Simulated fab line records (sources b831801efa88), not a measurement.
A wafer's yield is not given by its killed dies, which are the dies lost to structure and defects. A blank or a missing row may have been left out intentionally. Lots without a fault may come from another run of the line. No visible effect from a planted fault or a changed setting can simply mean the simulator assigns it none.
Which of the tools did it? / flow sky130 / 10 lots with 30 wafers sampled at 3 steps, on a route of 708 steps

== WHAT EACH GAUGE READ, for each wafer ==
SKY_VIA1_RS_MEAS_22: measures by four-point-probe. Usual: VIA1_W_RS 0.427 ohm/sq, standard deviation 0.0066.
lot=L549; measured=day 35 10:39; on=filmMetro-03; VIA1_W_RS (ohm/sq)=0.419 0.417 0.420; flag=
lot=L551; measured=day 35 16:38; on=filmMetro-03; VIA1_W_RS (ohm/sq)=0.420 0.425 0.421; flag=
lot=L552; measured=day 36 08:22; on=filmMetro-01; VIA1_W_RS (ohm/sq)=0.434 0.435 0.431; flag=
lot=L560; measured=day 38 03:30; on=filmMetro-04; VIA1_W_RS (ohm/sq)=0.276 0.432 0.431; flag=OFF
lot=L562; measured=day 38 23:02; on=filmMetro-04; VIA1_W_RS (ohm/sq)=0.439 0.436 0.434; flag=
lot=L563; measured=day 38 23:41; on=filmMetro-01; VIA1_W_RS (ohm/sq)=0.435 0.430 0.433; flag=
lot=L564; measured=day 39 15:05; on=filmMetro-01; VIA1_W_RS (ohm/sq)=0.433 0.434 0.433; flag=
lot=L566; measured=day 40 03:21; on=filmMetro-01; VIA1_W_RS (ohm/sq)=0.432 0.429 0.431; flag=
lot=L568; measured=day 40 14:04; on=filmMetro-04; VIA1_W_RS (ohm/sq)=0.433 0.434 0.433; flag=
lot=L570; measured=day 40 23:31; on=filmMetro-04; VIA1_W_RS (ohm/sq)=0.440 0.435 0.436; flag=

SKY_VIA1_THK_MEAS_23: measures by xrf. Usual: VIA1_W_THK 266 nm, standard deviation 4.8.
lot=L549; measured=day 35 10:46; on=filmMetro-03; VIA1_W_THK (nm)=272 274 272; flag=
lot=L551; measured=day 35 16:44; on=filmMetro-03; VIA1_W_THK (nm)=273 269 271; flag=
lot=L552; measured=day 36 08:29; on=filmMetro-01; VIA1_W_THK (nm)=262 262 263; flag=
lot=L560; measured=day 38 03:37; on=filmMetro-04; VIA1_W_THK (nm)=413 266 267; flag=OFF
lot=L562; measured=day 38 23:08; on=filmMetro-04; VIA1_W_THK (nm)=263 262 263; flag=
lot=L563; measured=day 38 23:47; on=filmMetro-01; VIA1_W_THK (nm)=259 262 261; flag=
lot=L564; measured=day 39 15:12; on=filmMetro-01; VIA1_W_THK (nm)=261 262 260; flag=
lot=L566; measured=day 40 03:28; on=filmMetro-01; VIA1_W_THK (nm)=264 265 265; flag=
lot=L568; measured=day 40 14:11; on=filmMetro-04; VIA1_W_THK (nm)=263 262 262; flag=
lot=L570; measured=day 40 23:38; on=filmMetro-04; VIA1_W_THK (nm)=260 262 261; flag=

== WHAT TOOL EACH LOT RAN ON (gives the tool, then ch and the chambers of the sampled wafers, and finally the start) ==
lot=L549; SKY_VIA1_CVD_21=cvdW-01 ch 0,1, day 35 10:34
lot=L551; SKY_VIA1_CVD_21=cvdW-01 ch 0, day 35 16:28
lot=L552; SKY_VIA1_CVD_21=cvdW-02 ch 0,1, day 36 08:16
lot=L560; SKY_VIA1_CVD_21=cvdW-01 ch 0,1, day 38 03:25
lot=L562; SKY_VIA1_CVD_21=cvdW-02 ch 0,1, day 38 22:56
lot=L563; SKY_VIA1_CVD_21=cvdW-02 ch 0,1, day 38 23:35
lot=L564; SKY_VIA1_CVD_21=cvdW-02 ch 1, day 39 14:59
lot=L566; SKY_VIA1_CVD_21=cvdW-02 ch 0,1, day 40 03:16
lot=L568; SKY_VIA1_CVD_21=cvdW-02 ch 0,1, day 40 13:58
lot=L570; SKY_VIA1_CVD_21=cvdW-02 ch 0,1, day 40 23:26
- SKY_VIA1_CVD_21: deposits W, target thk 270 nm, time 80.902 s.

== AS READ BY THE TOOLS THEMSELVES (means over the sampled wafers that have a number; for cases with no such wafer, the mark the record gives instead) ==
SKY_VIA1_CVD_21. Usual: heaterPowerW 829 W, standard deviation 57.
lot=L549; tool=cvdW-01; heaterPowerW (W)=824; flag=
lot=L551; tool=cvdW-01; heaterPowerW (W)=855; flag=
lot=L552; tool=cvdW-02; heaterPowerW (W)=806; flag=
lot=L560; tool=cvdW-01; heaterPowerW (W)=822; flag=
lot=L562; tool=cvdW-02; heaterPowerW (W)=820; flag=
lot=L563; tool=cvdW-02; heaterPowerW (W)=856; flag=
lot=L564; tool=cvdW-02; heaterPowerW (W)=767; flag=
lot=L566; tool=cvdW-02; heaterPowerW (W)=862; flag=
lot=L568; tool=cvdW-02; heaterPowerW (W)=810; flag=
lot=L570; tool=cvdW-02; heaterPowerW (W)=826; flag=

== THE ANSWER, worked out from the rows above alone ==
Rule: a lot is off if the mean of its wafers that have a number lies more than 3 standard deviations from the usual mean. Also off: a lot with no number at a reading for which 4 or more lots have one. Any other lot the step has rows for is counted as sound. First the gauges in route order, then the tools' own readings, where a lot's mean is used as printed above. At the first step where some lot is off, the reading lying furthest off is the one used; lots without a number count as furthest.
Off: L560, at SKY_VIA1_RS_MEAS_22 (VIA1_W_RS).
A tool fits if, at a process step before that reading, it ran every lot that is off, and no sound lot after the first of them. Those tools and the gauges at SKY_VIA1_RS_MEAS_22 are tried in the same way. One fits: cvdW-01 at SKY_VIA1_CVD_21. Its last sound lot is L551 (day 35 16:28), its first lot that is off L560 (day 38 03:25): a fault that began between those two fits.

== WHAT HAD BEEN PUT IN BY THE SIMULATOR ==
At SKY_VIA1_CVD_21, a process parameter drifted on cvdW-01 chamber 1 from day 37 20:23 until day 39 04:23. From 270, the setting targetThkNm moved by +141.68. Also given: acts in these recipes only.
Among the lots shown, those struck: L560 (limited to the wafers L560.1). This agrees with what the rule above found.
